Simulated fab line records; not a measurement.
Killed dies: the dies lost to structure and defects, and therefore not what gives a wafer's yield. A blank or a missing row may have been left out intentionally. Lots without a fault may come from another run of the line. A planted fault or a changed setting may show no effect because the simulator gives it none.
fab line records || flow sky130
record: {"lots": 13, "wafers": 39, "last_day": 50}
route steps=708 shown VIA4@660 PAD_OPEN@708
lots untouched by any fault: they come from a run of this same line in which no faults occurred
start_h: hours from the record's opening day to when the first of the lot's shown wafers began || wait_h: how many hours have passed since the lot's step before this one || " as in the row above || L1.1+2: several wafers, shown together as one row || - value missing, or start not given || * or withheld: withheld || < > ~ a bound
route shown NAME@n: NAME is a module with steps in the file, n the number in the route of the first one || usual: average and standard deviation across the fault-free wafers || same: alike in all rows || chamber/n: place in a boat || sites: per-site readings || _std_site: their standard deviation || _edge_site: inner sites' mean taken away from outer sites' mean || radius_mm: how far each site lies from the wafer's centre || mask NAME#n: copy n || behind: tool/chamber where the wafer was last shaped || hold: reason for holding the lot/hours on hold/outcome of the hold || device: the n, p or np transistor that did not switch || end of line: tests of these same wafers at the route's end || step lacking rows: just its recipe || killed: at the first sort, the dies lost to defects and structure; wafer yield is something else || map: the dies of a wafer, with x for killed, . for not killed, _ for no die there
set.NAME: the run value of the setting; set.NAME@STEP: its run value at that earlier step || model.NAME: the simulator's own value behind a step, which no gauge read
route steps across a sampled set of lots; one table per step, one row per wafer
services: a tool's chamber out of use, with start hour (start_h, from the record's first day; less than 0 if before it), hours out, and reason
== steps ==
step: SKY_VIA4_CMP_21
recipe: {"stop_on": "SiO2", "t_overpolish_s": 25, "down_force_psi": 3.5, "platen_rpm": 60, "target_thk_nm": 0, "pad_velocity_m_s": 0.94248}
usual: {"motor_current_A": "11.5/1.4", "overpolish_run_s": "24.999/0.0094", "time_to_endpoint_s": "120/4.2"}
{"lot.wafer": "L442.2", "tool": "cmp-02", "chamber": 0, "start_h": 1006.61, "wait_h": 0.1, "motor_current_A": 12.0, "overpolish_run_s": 25.004, "time_to_endpoint_s": 122}
{"lot.wafer": "L442.1", "tool": "cmp-02", "chamber": 1, "start_h": 1006.61, "wait_h": 0.1, "motor_current_A": 9.4, "overpolish_run_s": 25.005, "time_to_endpoint_s": 122}
{"lot.wafer": "L442.6", "tool": "cmp-02", "chamber": 3, "start_h": 1006.61, "wait_h": 0.1, "motor_current_A": 10.1, "overpolish_run_s": 25.006, "time_to_endpoint_s": 117}
{"lot.wafer": "L443.3", "tool": "cmp-01", "chamber": 0, "start_h": 1010.55, "wait_h": 0.0, "motor_current_A": 13.4, "overpolish_run_s": 25.010, "time_to_endpoint_s": 120}
{"lot.wafer": "L443.6", "tool": "cmp-01", "chamber": 0, "start_h": 1010.55, "wait_h": 0.0, "motor_current_A": 13.2, "overpolish_run_s": 24.998, "time_to_endpoint_s": 117}
{"lot.wafer": "L443.5", "tool": "cmp-01", "chamber": 1, "start_h": 1010.55, "wait_h": 0.0, "motor_current_A": 9.9, "overpolish_run_s": 24.999, "time_to_endpoint_s": 114}
{"lot.wafer": "L444.4", "tool": "cmp-01", "chamber": 0, "start_h": 1024.48, "wait_h": 0.0, "motor_current_A": 13.8, "overpolish_run_s": 24.981, "time_to_endpoint_s": 126}
{"lot.wafer": "L444.1", "tool": "cmp-01", "chamber": 1, "start_h": 1024.48, "wait_h": 0.0, "motor_current_A": 10.1, "overpolish_run_s": 25.011, "time_to_endpoint_s": 123}
{"lot.wafer": "L444.6", "tool": "cmp-01", "chamber": 1, "start_h": 1024.48, "wait_h": 0.0, "motor_current_A": 9.9, "overpolish_run_s": 25.001, "time_to_endpoint_s": 121}
{"lot.wafer": "L445.3", "tool": "cmp-01", "chamber": 0, "start_h": 1026.93, "wait_h": 0.1, "motor_current_A": 13.3, "overpolish_run_s": 24.993, "time_to_endpoint_s": 120}
{"lot.wafer": "L445.6", "tool": "cmp-01", "chamber": 3, "start_h": 1026.93, "wait_h": 0.1, "motor_current_A": 11.5, "overpolish_run_s": 24.990, "time_to_endpoint_s": 120}
{"lot.wafer": "L445.5", "tool": "cmp-01", "chamber": 0, "start_h": 1026.93, "wait_h": 0.1, "motor_current_A": 13.3, "overpolish_run_s": 25.007, "time_to_endpoint_s": 117}
{"lot.wafer": "L448.4", "tool": "cmp-02", "chamber": 0, "start_h": 1041.58, "wait_h": 0.0, "motor_current_A": 12.1, "overpolish_run_s": 24.998, "time_to_endpoint_s": 125}
{"lot.wafer": "L448.2", "tool": "cmp-02", "chamber": 1, "start_h": 1041.58, "wait_h": 0.0, "motor_current_A": 9.4, "overpolish_run_s": 25.022, "time_to_endpoint_s": 119}
{"lot.wafer": "L448.3", "tool": "cmp-02", "chamber": 3, "start_h": 1041.58, "wait_h": 0.0, "motor_current_A": 10.3, "overpolish_run_s": 24.995, "time_to_endpoint_s": 118}
{"lot.wafer": "L452.1", "tool": "cmp-02", "chamber": 1, "start_h": 1069.24, "wait_h": 0.1, "motor_current_A": 9.2, "overpolish_run_s": 25.003, "time_to_endpoint_s": 122}
{"lot.wafer": "L452.4", "tool": "cmp-02", "chamber": 2, "start_h": 1069.24, "wait_h": 0.1, "motor_current_A": 13.2, "overpolish_run_s": 25.016, "time_to_endpoint_s": 119}
{"lot.wafer": "L452.6", "tool": "cmp-02", "chamber": 1, "start_h": 1069.24, "wait_h": 0.1, "motor_current_A": 9.5, "overpolish_run_s": 25.011, "time_to_endpoint_s": 118}
{"lot.wafer": "L454.1", "tool": "cmp-01", "chamber": 2, "start_h": 1083.32, "wait_h": 0.5, "motor_current_A": 10.9, "overpolish_run_s": 0.043, "time_to_endpoint_s": 191}
{"lot.wafer": "L454.3", "tool": "cmp-01", "chamber": 3, "start_h": 1083.32, "wait_h": 0.5, "motor_current_A": 12.7, "overpolish_run_s": 25.014, "time_to_endpoint_s": 116}
{"lot.wafer": "L454.6", "tool": "cmp-01", "chamber": 0, "start_h": 1083.32, "wait_h": 0.5, "motor_current_A": 13.3, "overpolish_run_s": 24.992, "time_to_endpoint_s": 120}
{"lot.wafer": "L455.3", "tool": "cmp-01", "chamber": 0, "start_h": 1083.52, "wait_h": 0.0, "motor_current_A": 13.8, "overpolish_run_s": 24.987, "time_to_endpoint_s": 128}
{"lot.wafer": "L455.1", "tool": "cmp-01", "chamber": 1, "start_h": 1083.52, "wait_h": 0.0, "motor_current_A": 10.0, "overpolish_run_s": 0.040, "time_to_endpoint_s": 190}
{"lot.wafer": "L455.5", "tool": "cmp-01", "chamber": 0, "start_h": 1083.52, "wait_h": 0.0, "motor_current_A": 13.7, "overpolish_run_s": 24.999, "time_to_endpoint_s": 120}
{"lot.wafer": "L456.1", "tool": "cmp-02", "chamber": 3, "start_h": 1098.78, "wait_h": 0.1, "motor_current_A": 10.2, "overpolish_run_s": 24.989, "time_to_endpoint_s": 118}
{"lot.wafer": "L456.4", "tool": "cmp-02", "chamber": 0, "start_h": 1098.78, "wait_h": 0.1, "motor_current_A": 11.7, "overpolish_run_s": 24.997, "time_to_endpoint_s": 122}
{"lot.wafer": "L456.5", "tool": "cmp-02", "chamber": 3, "start_h": 1098.78, "wait_h": 0.1, "motor_current_A": 10.6, "overpolish_run_s": 25.006, "time_to_endpoint_s": 113}
{"lot.wafer": "L459.1", "tool": "cmp-02", "chamber": 2, "start_h": 1119.63, "wait_h": 0.4, "motor_current_A": 13.5, "overpolish_run_s": 25.016, "time_to_endpoint_s": 118}
{"lot.wafer": "L459.4", "tool": "cmp-02", "chamber": 0, "start_h": 1119.63, "wait_h": 0.4, "motor_current_A": 11.5, "overpolish_run_s": 24.976, "time_to_endpoint_s": 125}
{"lot.wafer": "L459.6", "tool": "cmp-02", "chamber": 2, "start_h": 1119.63, "wait_h": 0.4, "motor_current_A": 13.0, "overpolish_run_s": 25.025, "time_to_endpoint_s": 121}
{"lot.wafer": "L460.4", "tool": "cmp-02", "chamber": 0, "start_h": 1123.18, "wait_h": 0.3, "motor_current_A": 12.1, "overpolish_run_s": 24.992, "time_to_endpoint_s": 122}
{"lot.wafer": "L460.2", "tool": "cmp-02", "chamber": 1, "start_h": 1123.18, "wait_h": 0.3, "motor_current_A": 10.0, "overpolish_run_s": 25.011, "time_to_endpoint_s": 119}
{"lot.wafer": "L460.6", "tool": "cmp-02", "chamber": 0, "start_h": 1123.18, "wait_h": 0.3, "motor_current_A": 12.0, "overpolish_run_s": 25.006, "time_to_endpoint_s": 120}
{"lot.wafer": "L461.4", "tool": "cmp-02", "chamber": 2, "start_h": 1124.43, "wait_h": 0.2, "motor_current_A": 13.0, "overpolish_run_s": 25.000, "time_to_endpoint_s": 124}
{"lot.wafer": "L461.1", "tool": "cmp-02", "chamber": 0, "start_h": 1124.43, "wait_h": 0.2, "motor_current_A": 11.9, "overpolish_run_s": 24.998, "time_to_endpoint_s": 124}
{"lot.wafer": "L461.6", "tool": "cmp-02", "chamber": 2, "start_h": 1124.43, "wait_h": 0.2, "motor_current_A": 12.6, "overpolish_run_s": 24.996, "time_to_endpoint_s": 123}
{"lot.wafer": "L464.3", "tool": "cmp-02", "chamber": 1, "start_h": 1142.57, "wait_h": 0.1, "motor_current_A": 9.7, "overpolish_run_s": 25.002, "time_to_endpoint_s": 115}
{"lot.wafer": "L464.2", "tool": "cmp-02", "chamber": 2, "start_h": 1142.57, "wait_h": 0.1, "motor_current_A": 13.1, "overpolish_run_s": 24.997, "time_to_endpoint_s": 122}
{"lot.wafer": "L464.4", "tool": "cmp-02", "chamber": 3, "start_h": 1142.57, "wait_h": 0.1, "motor_current_A": 10.2, "overpolish_run_s": 25.014, "time_to_endpoint_s": 117}
step: SKY_PAD_OPEN_PROBE_99
usual: {"defect_limited_yield": "81.9/1.9", "killed_at_M0_to_M3": "45/7.3", "killed_at_M4_up": "3.2/1.8", "killed_at_contacts": "25/5.5", "killed_at_front_end": "15/4.2", "killed_at_other": "0.3/0.69", "killed_dies": "89/9.4", "killed_on_rim": "17/3.8", "killed_open": "49/6.6", "killed_short": "40/6.4", "sort_bin_3_pad_short": "0.9/0.43", "sort_bin_5_function": "10.7/1.5", "sort_bin_6_memory": "6.5/1.2", "sort_n_pass": "403/9.4", "sort_yield_pct": "81.9/1.9"}
same: {"gross_dies": 492, "killed_at_back_side": 0, "sort_bin_4_leakage[%]": 0, "sort_bin_8_speed[%]": 0}
{"lot.wafer": "L454.1", "tool": "prober-02", "chamber": "-", "start_h": 1145.51, "wait_h": 0.1, "defect_limited_yield[%]": 0, "killed_at_M0_to_M3": 48, "killed_at_M4_up": 408, "killed_at_contacts": 18, "killed_at_front_end": 17, "killed_at_other": 1, "killed_dies": 492, "killed_on_rim": 96, "killed_open": 35, "killed_short": 52, "sort_bin_3_pad_short[%]": 82.7, "sort_bin_5_function[%]": 12.6, "sort_bin_6_memory[%]": 4.7, "sort_n_pass": 0, "sort_yield_pct[%]": 0}
{"lot.wafer": "L454.3", "tool": "prober-02", "chamber": "-", "start_h": 1145.61, "wait_h": 0.2, "defect_limited_yield[%]": 81.5, "killed_at_M0_to_M3": 48, "killed_at_M4_up": 2, "killed_at_contacts": 30, "killed_at_front_end": 11, "killed_at_other": 0, "killed_dies": 91, "killed_on_rim": 15, "killed_open": 50, "killed_short": 41, "sort_bin_3_pad_short[%]": 1.0, "sort_bin_5_function[%]": 12.2, "sort_bin_6_memory[%]": 5.3, "sort_n_pass": 401, "sort_yield_pct[%]": 81.5}
{"lot.wafer": "L454.6", "tool": "prober-02", "chamber": "-", "start_h": 1145.76, "wait_h": 0.2, "defect_limited_yield[%]": 79.7, "killed_at_M0_to_M3": 59, "killed_at_M4_up": 1, "killed_at_contacts": 26, "killed_at_front_end": 13, "killed_at_other": 1, "killed_dies": 100, "killed_on_rim": 19, "killed_open": 62, "killed_short": 38, "sort_bin_3_pad_short[%]": 0.6, "sort_bin_5_function[%]": 12.2, "sort_bin_6_memory[%]": 7.5, "sort_n_pass": 392, "sort_yield_pct[%]": 79.7}
{"lot.wafer": "L455.1", "tool": "prober-01", "chamber": "-", "start_h": 1145.84, "wait_h": 0.1, "defect_limited_yield[%]": 0, "killed_at_M0_to_M3": 53, "killed_at_M4_up": 405, "killed_at_contacts": 21, "killed_at_front_end": 13, "killed_at_other": 0, "killed_dies": 492, "killed_on_rim": 96, "killed_open": 47, "killed_short": 41, "sort_bin_3_pad_short[%]": 82.7, "sort_bin_5_function[%]": 10.2, "sort_bin_6_memory[%]": 7.1, "sort_n_pass": 0, "sort_yield_pct[%]": 0}
{"lot.wafer": "L455.3", "tool": "prober-01", "chamber": "-", "start_h": 1145.94, "wait_h": 0.2, "defect_limited_yield[%]": 79.5, "killed_at_M0_to_M3": 47, "killed_at_M4_up": 3, "killed_at_contacts": 31, "killed_at_front_end": 20, "killed_at_other": 0, "killed_dies": 101, "killed_on_rim": 24, "killed_open": 48, "killed_short": 53, "sort_bin_3_pad_short[%]": 0.6, "sort_bin_5_function[%]": 12.6, "sort_bin_6_memory[%]": 7.3, "sort_n_pass": 391, "sort_yield_pct[%]": 79.5}
{"lot.wafer": "L455.5", "tool": "prober-01", "chamber": "-", "start_h": 1146.04, "wait_h": 0.2, "defect_limited_yield[%]": 81.5, "killed_at_M0_to_M3": 51, "killed_at_M4_up": 4, "killed_at_contacts": 20, "killed_at_front_end": 16, "killed_at_other": 0, "killed_dies": 91, "killed_on_rim": 18, "killed_open": 57, "killed_short": 34, "sort_bin_3_pad_short[%]": 0.6, "sort_bin_5_function[%]": 12.2, "sort_bin_6_memory[%]": 5.7, "sort_n_pass": 401, "sort_yield_pct[%]": 81.5}
{"lot.wafer": "L456.1", "tool": "prober-02", "chamber": "-", "start_h": 1159.53, "wait_h": 0.1, "defect_limited_yield[%]": 83.9, "killed_at_M0_to_M3": 39, "killed_at_M4_up": 3, "killed_at_contacts": 22, "killed_at_front_end": 15, "killed_at_other": 0, "killed_dies": 79, "killed_on_rim": 19, "killed_open": 38, "killed_short": 41, "sort_bin_3_pad_short[%]": 0.8, "sort_bin_5_function[%]": 9.6, "sort_bin_6_memory[%]": 5.7, "sort_n_pass": 413, "sort_yield_pct[%]": 83.9}
{"lot.wafer": "L456.4", "tool": "prober-02", "chamber": "-", "start_h": 1159.68, "wait_h": 0.2, "defect_limited_yield[%]": 85.2, "killed_at_M0_to_M3": 35, "killed_at_M4_up": 3, "killed_at_contacts": 22, "killed_at_front_end": 13, "killed_at_other": 0, "killed_dies": 73, "killed_on_rim": 14, "killed_open": 36, "killed_short": 37, "sort_bin_3_pad_short[%]": 1.8, "sort_bin_5_function[%]": 8.1, "sort_bin_6_memory[%]": 4.9, "sort_n_pass": 419, "sort_yield_pct[%]": 85.2}
{"lot.wafer": "L456.5", "tool": "prober-02", "chamber": "-", "start_h": 1159.73, "wait_h": 0.2, "defect_limited_yield[%]": 82.7, "killed_at_M0_to_M3": 41, "killed_at_M4_up": 2, "killed_at_contacts": 30, "killed_at_front_end": 12, "killed_at_other": 0, "killed_dies": 85, "killed_on_rim": 14, "killed_open": 42, "killed_short": 42, "sort_bin_3_pad_short[%]": 1.4, "sort_bin_5_function[%]": 9.6, "sort_bin_6_memory[%]": 6.3, "sort_n_pass": 407, "sort_yield_pct[%]": 82.7}
killed by level:class
L454.1 VIA4:area_cmp=403 METAL1:geometric_particle:short=10 VIA3:geometric_particle:short=8 VIA3:geometric_particle:open=7 CONTACT:geometric_particle:open=7 LOCAL_INTERCONNECT:geometric_particle:short=6 VIA1:geometric_particle:short=5 SPACER:geometric_particle:short=4
L454.3 CONTACT:geometric_particle:open=13 VIA1:geometric_particle:open=11 CONTACT:geometric_particle:short=8 VIA2:geometric_particle:open=8 VIA3:geometric_particle:short=6 METAL2:geometric_particle:short=5 LI_CONTACT:geometric_particle:open=4 METAL1:geometric_particle:short=4
L454.6 VIA1:geometric_particle:open=17 LOCAL_INTERCONNECT:geometric_particle:short=7 LI_CONTACT:geometric_particle:open=7 VIA3:geometric_particle:open=7 CONTACT:geometric_particle:open=6 METAL1:geometric_particle:open=5 FIELD_ISO:geometric_particle:open=5 METAL2:geometric_particle:open=5
L455.1 VIA4:area_cmp=403 VIA2:geometric_particle:open=11 LI_CONTACT:geometric_particle:open=8 VIA1:geometric_particle:open=8 METAL1:geometric_particle:short=7 CONTACT:geometric_particle:open=6 VIA3:geometric_particle:open=6 METAL2:geometric_particle:short=6
L455.3 VIA1:geometric_particle:open=10 CONTACT:geometric_particle:open=9 VIA3:geometric_particle:open=9 METAL1:geometric_particle:short=7 FIELD_ISO:geometric_particle:short=6 LOCAL_INTERCONNECT:geometric_particle:short=6 CONTACT:geometric_particle:short=5 POLY_GATE:geometric_particle:short=5
L455.5 VIA1:geometric_particle:open=11 CONTACT:geometric_particle:open=8 METAL2:geometric_particle:short=8 VIA2:geometric_particle:open=8 VIA3:geometric_particle:open=8 LI_CONTACT:geometric_particle:open=6 POLY_GATE:geometric_particle:open=5 METAL1:geometric_particle:open=4
L456.1 LOCAL_INTERCONNECT:geometric_particle:short=9 VIA1:geometric_particle:open=9 VIA2:geometric_particle:open=8 CONTACT:geometric_particle:open=6 POLY_GATE:geometric_particle:short=5 METAL3:geometric_particle:short=5 LI_CONTACT:geometric_particle:open=4 FIELD_ISO:geometric_particle:short=3
L456.4 VIA2:geometric_particle:open=8 CONTACT:geometric_particle:short=7 VIA1:geometric_particle:open=7 LI_CONTACT:geometric_particle:open=5 METAL2:geometric_particle:short=4 POLY_CUT:geometric_particle:open=4 LOCAL_INTERCONNECT:geometric_particle:short=4 METAL1:geometric_particle:short=4
L456.5 CONTACT:geometric_particle:open=12 LI_CONTACT:geometric_particle:open=7 METAL1:geometric_particle:short=7 VIA1:geometric_particle:open=7 VIA3:geometric_particle:short=6 METAL2:geometric_particle:short=5 VIA2:geometric_particle:open=5 LI_CONTACT:geometric_particle:short=4
== services ==
{"tool": "cmp-01", "chamber": "-", "start_h": 984.52, "hours": 3.8, "kind": "repair"}
{"tool": "cmp-02", "chamber": "-", "start_h": 1012.22, "hours": 0.5, "kind": "repair"}
{"tool": "cmp-02", "chamber": "-", "start_h": 1027.01, "hours": 4.1, "kind": "repair"}
{"tool": "cmp-01", "chamber": "-", "start_h": 1035.06, "hours": 3.6, "kind": "pm"}
{"tool": "cmp-02", "chamber": "-", "start_h": 1036.39, "hours": 4.0, "kind": "repair"}
{"tool": "cmp-02", "chamber": "-", "start_h": 1036.78, "hours": 0.8, "kind": "repair"}
{"tool": "cmp-02", "chamber": "-", "start_h": 1078.01, "hours": 6.1, "kind": "pm"}
{"tool": "cmp-02", "chamber": "-", "start_h": 1084.15, "hours": 4.0, "kind": "pm"}
{"tool": "cmp-02", "chamber": "-", "start_h": 1088.15, "hours": "-", "kind": "consumable_replace:conditioner"}
{"tool": "cmp-02", "chamber": "-", "start_h": 1088.15, "hours": "-", "kind": "consumable_replace:pad"}
{"tool": "cmp-01", "chamber": "-", "start_h": 1117.75, "hours": 6.0, "kind": "repair"}
{"tool": "cmp-01", "chamber": "-", "start_h": 1123.13, "hours": 0.6, "kind": "repair"}
== key ==
first_sign: {"step": "SKY_VIA4_CMP_21", "reading": "overpolish_run_s", "direction": "down", "sigmas": "99+", "usual": 24.999, "struck": 0.042}
effect: {"step": "SKY_VIA4_CMP_21", "reading": "time_to_endpoint_s", "direction": "up", "sigmas": 17, "usual": "*", "struck": "*"}
effect: {"step": "SKY_PAD_OPEN_PROBE_99", "reading": "killed_at_M4_up", "direction": "up", "sigmas": "99+", "usual": 3.2, "struck": 406.5}
more_kills_born_at: {"SKY_VIA4_CMP_21@cmp-01": 806}
met_at SKY_VIA4_CMP_21
struck_lots L454,L455
struck_wafers L454.1,L455.1
later_rows_left_out L454.1,L455.1
onset_between 1026.93 1083.32
fault: {"kind": "process_parameter_drift", "tool": "cmp-01", "chamber": "-", "onset_h": 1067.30, "steps": "SKY_VIA4_CMP_21", "channel": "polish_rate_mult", "offset": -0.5, "shape": "step", "end_h": 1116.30, "scope": "struck_wafers_only"}
later_rows_left_out: the simulator's readings of these wafers behind a module that went badly wrong aren't trusted and aren't shown, but for the sort
